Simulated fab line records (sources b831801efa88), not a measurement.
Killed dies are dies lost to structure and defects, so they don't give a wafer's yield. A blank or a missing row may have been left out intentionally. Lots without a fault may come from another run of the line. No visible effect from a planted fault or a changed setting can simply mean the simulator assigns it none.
Chamber matching || flow sfqLine || 4 sister chambers for SFQ_TRILAYER_I1_CMP_CMP_046 on cmp-02
The step polishes SiO2. 18 wafers are shown with their chamber, then 9 later ones without.

## WAFERS, EACH WITH ITS CHAMBER
{"wafer": "L183.2", "chamber": 1, "motorCurrentA (A)": 9.7, "timeToEndpointS (s)": 216}
{"wafer": "L183.1", "chamber": 3, "motorCurrentA (A)": 11.0, "timeToEndpointS (s)": 204}
{"wafer": "L183.6", "chamber": 2, "motorCurrentA (A)": 9.5, "timeToEndpointS (s)": 222}
{"wafer": "L185.3", "chamber": 0, "motorCurrentA (A)": 9.9, "timeToEndpointS (s)": 207}
{"wafer": "L185.2", "chamber": 3, "motorCurrentA (A)": 10.9, "timeToEndpointS (s)": 201}
{"wafer": "L185.6", "chamber": 0, "motorCurrentA (A)": 10.2, "timeToEndpointS (s)": 212}
{"wafer": "L186.1", "chamber": 2, "motorCurrentA (A)": 9.0, "timeToEndpointS (s)": 212}
{"wafer": "L186.2", "chamber": 0, "motorCurrentA (A)": 9.4, "timeToEndpointS (s)": 208}
{"wafer": "L186.3", "chamber": 1, "motorCurrentA (A)": 9.1, "timeToEndpointS (s)": 205}
{"wafer": "L192.1", "chamber": 0, "motorCurrentA (A)": 10.0, "timeToEndpointS (s)": 220}
{"wafer": "L192.2", "chamber": 2, "motorCurrentA (A)": 9.8, "timeToEndpointS (s)": 214}
{"wafer": "L192.6", "chamber": 0, "motorCurrentA (A)": 10.2, "timeToEndpointS (s)": 223}
{"wafer": "L193.3", "chamber": 2, "motorCurrentA (A)": 9.9, "timeToEndpointS (s)": 207}
{"wafer": "L193.4", "chamber": 1, "motorCurrentA (A)": 9.0, "timeToEndpointS (s)": 211}
{"wafer": "L193.6", "chamber": 2, "motorCurrentA (A)": 9.5, "timeToEndpointS (s)": 231}
{"wafer": "L202.2", "chamber": 2, "motorCurrentA (A)": 9.9, "timeToEndpointS (s)": 221}
{"wafer": "L202.4", "chamber": 3, "motorCurrentA (A)": 11.3, "timeToEndpointS (s)": 211}
{"wafer": "L202.6", "chamber": 2, "motorCurrentA (A)": 9.9, "timeToEndpointS (s)": 227}

SIGNATURES (means of the wafers above)
{"reading": "motorCurrentA", "chamber 0": 9.940, "chamber 1": 9.267, "chamber 2": 9.643, "chamber 3": 11.067, "scatter within a chamber": 0.325}
{"reading": "timeToEndpointS", "chamber 0": 214.00, "chamber 1": 210.67, "chamber 2": 219.14, "chamber 3": 205.33, "scatter within a chamber": 7.36}
Rule: distance of a wafer from a chamber = root of the sum over the readings of ((wafer's reading minus chamber's mean) / reading's scatter) squared. The wafer belongs to the nearest chamber; if the next one is less than 2 further off, it can't be placed. How the scatter is found: for the shown wafers, subtract from each reading the mean of its chamber, square and add these, divide the total by (wafers less chambers), then take the root.

## WAFERS WHOSE CHAMBER IS MISSING
{"wafer": "L203.1", "motorCurrentA (A)": 9.8, "timeToEndpointS (s)": 209}
{"wafer": "L203.3", "motorCurrentA (A)": 11.0, "timeToEndpointS (s)": 194}
{"wafer": "L203.4", "motorCurrentA (A)": 9.8, "timeToEndpointS (s)": 214}
{"wafer": "L204.1", "motorCurrentA (A)": 9.2, "timeToEndpointS (s)": 204}
{"wafer": "L204.4", "motorCurrentA (A)": 9.5, "timeToEndpointS (s)": 193}
{"wafer": "L204.5", "motorCurrentA (A)": 8.8, "timeToEndpointS (s)": 202}
{"wafer": "L205.3", "motorCurrentA (A)": 10.7, "timeToEndpointS (s)": 203}
{"wafer": "L205.4", "motorCurrentA (A)": 9.9, "timeToEndpointS (s)": 222}
{"wafer": "L205.6", "motorCurrentA (A)": 9.7, "timeToEndpointS (s)": 221}

## WHICH CHAMBER EACH WENT THROUGH
{"wafer": "L203.1", "from the rows above": "can't be placed: 0 or 2 or 1", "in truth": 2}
{"wafer": "L203.3", "from the rows above": 3, "in truth": 3}
{"wafer": "L203.4", "from the rows above": "can't be placed: 0 or 2 or 1", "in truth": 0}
{"wafer": "L204.1", "from the rows above": "can't be placed: 1 or 2 or 0", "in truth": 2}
{"wafer": "L204.4", "from the rows above": "can't be placed: 1 or 0 or 2", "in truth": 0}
{"wafer": "L204.5", "from the rows above": "can't be placed: 1 or 2", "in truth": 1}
{"wafer": "L205.3", "from the rows above": "can't be placed: 3 or 0", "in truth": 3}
{"wafer": "L205.4", "from the rows above": "can't be placed: 2 or 0 or 1", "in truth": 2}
{"wafer": "L205.6", "from the rows above": "can't be placed: 2 or 0 or 1", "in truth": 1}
Correct placement for 1 of the 9. Unplaceable from these rows: 8, with the true chamber sitting among the candidates in 8. 0 placed wrongly.
